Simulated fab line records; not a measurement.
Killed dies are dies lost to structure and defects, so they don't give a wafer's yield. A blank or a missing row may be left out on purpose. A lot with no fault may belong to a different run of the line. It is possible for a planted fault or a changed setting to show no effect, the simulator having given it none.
What tool caused it? + flow gf180mcu + 6 lots with 18 wafers sampled at 3 steps, on a route of 602 steps

== WHAT EACH GAUGE READ, for each wafer ==
GF_V5_THK_MEAS_25: measures by xrf.
| lot  | measured     | on            | V5_W_THK (nm) |
|------|--------------|---------------|---------------|
| L215 | day 27 12:04 | film_metro-01 | 367 367 366   |
| L218 | day 28 10:25 | film_metro-02 | 348 355 356   |
| L221 | day 29 07:21 | film_metro-01 | 367 364 360   |
| L222 | day 29 12:13 | film_metro-01 | 357 359 359   |
| L224 | day 30 07:40 | film_metro-02 | 358 355 352   |
| L231 | day 31 23:49 | film_metro-02 | 350 353 349   |

== WHICH TOOL RAN EACH LOT (tool, then ch and the chambers of the sampled wafers, then the start) ==
| lot  | GF_V2_ETCH_17                      | GF_V5_CVD_23                  |
|------|------------------------------------|-------------------------------|
| L215 | rie_diel-02 ch 0,3, day 20 13:00   | cvd_w-02 ch 0,1, day 27 11:51 |
| L218 | rie_diel-03 ch 0,3, day 21 18:00   | cvd_w-01 ch 0,1, day 28 10:11 |
| L221 | rie_diel-02 ch 0,2,3, day 22 18:00 | cvd_w-02 ch 0,1, day 29 07:07 |
| L222 | rie_diel-02 ch 0,1, day 22 23:00   | cvd_w-01 ch 0, day 29 11:58   |
| L224 | rie_diel-03 ch 1,2,3, day 23 21:00 | cvd_w-02 ch 0,1, day 30 07:25 |
| L231 | rie_diel-02 ch 0,1, day 26 00:00   | cvd_w-01 ch 0,1, day 31 23:34 |
- GF_V2_ETCH_17: etches SiO2 in C4F8/O2/Ar, stops on TiN, target depth 630 nm.
- GF_V5_CVD_23: deposits W, target thk 350 nm, time 104.9 s.

== THE ANSWER, worked out from the rows above alone ==
Rule: what is usual is taken from the lots themselves. The widest of any qualifying gaps counts: lots, ordered by their means at a reading, are off when they make up no more than a third of the lots, leave a main group of 4 or more, and stand apart from it by 3 or more times the standard deviation of that group's means. If all means in a main group match to the digits the tables above print for the reading, that group is not used. Also off: a lot with no number at a reading for which 4 or more lots have one. Any other lot the step has rows for is counted as sound.
No lot is off at any reading shown: from this, nothing can be told.

== WHAT WAS PUT IN BY THE SIMULATOR ==
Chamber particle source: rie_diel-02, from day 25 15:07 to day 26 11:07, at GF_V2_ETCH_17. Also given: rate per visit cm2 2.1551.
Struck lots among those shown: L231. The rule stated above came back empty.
